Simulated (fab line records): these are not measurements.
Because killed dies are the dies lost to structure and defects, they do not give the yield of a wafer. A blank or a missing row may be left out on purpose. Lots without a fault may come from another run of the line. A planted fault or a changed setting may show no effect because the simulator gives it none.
Matching of chambers | flow gf180mcu | GF_V5_CMP_26 on cmp-01 has 4 sister chambers
The step polishes, stops on SiO2, t overpolish 15 s, target thk 0 nm. 8 wafers are shown with their chamber, then 7 later ones without.

== EACH WAFER AND ITS CHAMBER ==
wafer  | chamber | motorCurrentA (A) | timeToEndpointS (s)
L394.1 | 1       | 10.5              | 81
L396.3 | 1       | 11.0              | 87
L397.2 | 0       | 10.6              | 86
L397.5 | 3       | 11.8              | 78
L400.3 | 0       | 10.6              | 85
L400.6 | 2       | 12.1              | 80
L406.3 | 3       | 12.1              | 80
L406.4 | 2       | 12.4              | 82

== WAFERS MISSING THEIR CHAMBER ==
wafer  | motorCurrentA (A) | timeToEndpointS (s)
L406.6 | 11.1              | 87
L409.1 | 10.7              | 85
L409.3 | 12.3              | 80
L409.6 | 10.4              | 84
L410.2 | 12.2              | 83
L410.5 | 10.6              | 91
L410.6 | 12.0              | 81

== THE CHAMBER EACH PASSED THROUGH ==
wafer  | from the rows above     | in truth
L406.6 | can't be placed: 1 or 0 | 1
L409.1 | can't be placed: 1 or 0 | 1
L409.3 | can't be placed: 2 or 3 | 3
L409.6 | can't be placed: 0 or 1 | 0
L410.2 | can't be placed: 2 or 3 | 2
L410.5 | can't be placed: 0 or 1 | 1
L410.6 | can't be placed: 3 or 2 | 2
Correct placement for 0 of the 7. These rows do not allow placing 7 (true chamber among the candidates in 7). Wrongly placed: 0.
How it was worked out, from the rows above alone: a wafer's distance from a chamber is the root of the sum, over the readings, of the square of ((its reading less the chamber's mean) divided by the reading's scatter). If the next closest chamber is less than 2 further off than the closest, the wafer can't be placed; otherwise it belongs to the closest. The mean given for a chamber averages the wafers shown for that chamber. The scatter: take each reading less its chamber's mean, square it, sum over the shown wafers, divide by the number of wafers less the number of chambers, and take the root.
